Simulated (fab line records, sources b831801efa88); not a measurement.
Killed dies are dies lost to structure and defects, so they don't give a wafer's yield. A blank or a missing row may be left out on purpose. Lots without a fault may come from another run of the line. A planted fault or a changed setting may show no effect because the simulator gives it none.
Problem report in the 8D (eight disciplines) form, filled by code | flow sky130 | the parts of the form that need people (team, actions taken, sign-off) are left out

1. THE PROBLEM
FIELD_ISO_CVD_24_THK at SKY_FIELD_ISO_THK_MEAS_25 reads a mean of 872 nm on 6 wafers of 2 lots; wafers without a fault read 596 nm with a standard deviation of 6.3. That is +44 standard deviations from the usual mean.
First seen on wafer L254.1, day 6 09:25, on film_metro-02. The record holds 36 wafers of 12 lots with a number at this step. Rule for "out", or "out of limits": more than 4 standard deviations from the usual mean. The other wafers with a number count as sound.

2. WHAT IT IS AND WHAT IT IS NOT
question                    | is                           | is not
which readings at this step | FIELD_ISO_CVD_24_THK         | -
which lots                  | L254, L255                   | L235, L236, L237, L238, L240, L245, L246, L249, L257, L258
which wafers of those lots  | all that have a number       | -
read on which gauges        | film_metro-01, film_metro-02 | film_metro-03
when                        | from day 6 09:25             | up to then (24 sound wafers); but 6 sound wafers of L257, L258 came after

3. SUSPECTS, AND WHAT RULES EACH OUT
Counting: a tool at a process step up to the reading stays a suspect if it ran every lot that is out and no sound lot after the first of them.
- the gauge at SKY_FIELD_ISO_THK_MEAS_25: ruled out. The wafers that are out were read on 2 gauges (film_metro-01, film_metro-02).
- hdpcvd-01 at SKY_FIELD_ISO_CVD_24 (deposits SiO2, target thk 595 nm, time 99.2 s): kept. It ran every lot that is out, first L254 (day 6 09:20), and no sound lot after that; its last sound lot up to then is L240 (day 3 11:07).
Left after counting: hdpcvd-01 at SKY_FIELD_ISO_CVD_24.

4. THE CAUSE (what the simulator had put in)
Process parameter drift: hdpcvd-01, from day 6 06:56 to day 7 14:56, at SKY_FIELD_ISO_CVD_24. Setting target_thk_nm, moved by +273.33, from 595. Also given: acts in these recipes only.
Counting left only this tool.

5. THE CHAIN OF EFFECTS, in route order
Each row: a reading whose mean over the struck wafers that have a number lies more than 3 standard deviations from the usual. Only readings for which the record gives a usual standard deviation are gone through. hours: the time from each lot's start at the first step in this table that gives one to its start at this step, as a median over the lots. sigmas: the change in usual standard deviations.
hours | step                      | reading              | usual  | on struck wafers | change | sigmas
0     | SKY_FIELD_ISO_THK_MEAS_25 | FIELD_ISO_CVD_24_THK | 596 nm | 872              | +276   | +44
2     | SKY_FIELD_ISO_CMP_27      | time_to_endpoint_s   | 112 s  | 164              | +52    | +10
The process steps in it:
- SKY_FIELD_ISO_CMP_27: polishes, stops on Si3N4, t overpolish 16 s, target thk 457.8 nm.
Later measuring or inspecting steps at which every struck wafer that the step has a row for has a number for every such reading, and none has moved that far: SKY_VT_ADJUST_PCH_TW_MEAS_10, SKY_SD_N_TW_MEAS_12.

6. WHAT WOULD HAVE CAUGHT IT SOONER
In this record the first reading out of limits at a measuring or inspecting step was taken at day 6 09:25, 2 hours after the fault began at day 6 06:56.
Of the lots that are out (2), L255 began SKY_FIELD_ISO_CVD_24 on hdpcvd-01 after day 6 09:25. A hold on the tool at that time would have spared it.
